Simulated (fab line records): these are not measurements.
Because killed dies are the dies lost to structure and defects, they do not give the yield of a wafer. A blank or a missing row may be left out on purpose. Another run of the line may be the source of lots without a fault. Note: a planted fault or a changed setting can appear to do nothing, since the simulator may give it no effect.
Problem report in the 8D (eight disciplines) form, filled by code || flow sky130 || the parts of the form that need people (team, actions taken, sign-off) are left out

== 1. THE ISSUE ==
A mean of 4.105 s is read at SKY_VIA1_STRIP_16 for stripTimeToEndpointS, taken on 1 wafer of 1 lot, against 4.459 s (standard deviation 0.026) on wafers free of any fault. Relative to the usual mean, that is a shift of -14 standard deviations.
The step: strips in O2/N2.
Earliest sighting: wafer L455.6 on plasmaAsher-01 at day 40 10:40. Wafers with a number at this step in the record: 33, from 11 lots. Rule for "out", or "out of limits": more than 4 standard deviations from the usual mean. The rest of the wafers with a number are treated as sound.

== 2. WHAT IT IS; WHAT IT IS NOT ==
{"question": "which readings at this step", "is": "stripTimeToEndpointS", "is not": "drypumpMotorCurrentA"}
{"question": "which lots", "is": "L455", "is not": "L435, L436, L438, L442, L443, L444, L448, L449, L456, L458"}
{"question": "which wafers of those lots", "is": "L455.6", "is not": "L455.1, L455.3"}
{"question": "read on which tools", "is": "plasmaAsher-01", "is not": "plasmaAsher-02, plasmaAsher-04"}
{"question": "when", "is": "from day 40 10:40", "is not": "up to then (26 sound wafers); but 6 sound wafers of L456, L458 came after"}

== 3. WHAT RULES OUT EACH SUSPECT ==
Counting: a tool at a process step up to the reading stays a suspect if it ran every lot that is out. Sound lots after the first of them don't rule it out here, since some wafers of a struck lot are sound.
- pvdSputter-01 at SKY_CONTACT_SPUTTER_23 (material TiN, target thk 20 nm, time 80 s): kept. The lot that is out, L455, ran on it at day 38 05:51; the last sound lot it ran before that was L442, at day 34 20:47.
- pvdSputter-03 at SKY_METAL1_SPUTTER_03 (material Ti, target thk 5 nm, time 3.3 s): kept. The lot that is out, L455, ran on it at day 38 06:41; the last sound lot it ran before that was L448, at day 36 03:37.
- rieDiel-02 at SKY_VIA1_ETCH_15 (etches SiO2 in C4F8/O2/Ar, stops on TiN, target depth 351 nm, time 54 s): kept. The lot that is out, L455, ran on it at day 40 10:37; the last sound lot it ran before that was L449, at day 38 17:45.
- plasmaAsher-01 at SKY_VIA1_STRIP_16 (strips in O2/N2): kept. The lot that is out, L455, ran on it at day 40 10:40; the last sound lot it ran before that was L442, at day 37 04:37. Out on those wafers are its own readings of stripTimeToEndpointS.
- Within plasmaAsher-01 at SKY_VIA1_STRIP_16: the wafers that are out ran in chamber 0; their sound lot-mates ran in chamber 1.
Left after counting: pvdSputter-01 at SKY_CONTACT_SPUTTER_23, pvdSputter-03 at SKY_METAL1_SPUTTER_03, rieDiel-02 at SKY_VIA1_ETCH_15, plasmaAsher-01 at SKY_VIA1_STRIP_16.

== 4. THE CAUSE (what the simulator had put in) ==
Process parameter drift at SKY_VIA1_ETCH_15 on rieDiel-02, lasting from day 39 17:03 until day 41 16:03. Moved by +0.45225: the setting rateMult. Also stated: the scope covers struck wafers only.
Of the 4 suspects that counting leaves, this tool is one.

== 5. THE CHAIN OF EFFECTS, in route order ==
Rows list readings where the struck wafers' mean (over those with a number) sits beyond 3 standard deviations from the usual. Readings are gone through only where the record gives a usual standard deviation; hours: the median, over the lots, of the time from a lot's start at the first step in this table giving one to that lot's start at this step; sigmas: the change measured in usual standard deviations.
{"hours": 0, "step": "SKY_VIA1_STRIP_16", "reading": "stripTimeToEndpointS", "usual": "4.459 s", "on struck wafers": 4.105, "change": -0.354, "sigmas": -14}
{"hours": 244, "step": "SKY_PAD_OPEN_PROBE_99", "reading": "killedAtOther", "usual": 0.2, "on struck wafers": 2.0, "change": "+1.8", "sigmas": "+4.0"}
It contains these process steps:
- SKY_VIA1_STRIP_16: strips in O2/N2.
- SKY_PAD_OPEN_PROBE_99

== 6. HOW IT WOULD HAVE BEEN CAUGHT EARLIER ==
In this record the first reading out of limits was taken at day 40 10:40, 18 hours after the fault began at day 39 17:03.
No tool reading at SKY_VIA1_ETCH_15 that has a usual standard deviation in the record was out on any struck wafer, so an alarm limit of 4 standard deviations on those readings would not have fired.
Each of the lots that are out, 1 in all, had begun SKY_VIA1_ETCH_15 on rieDiel-02 no later than day 40 10:40. Holding the tool at that point would not have protected any of them.
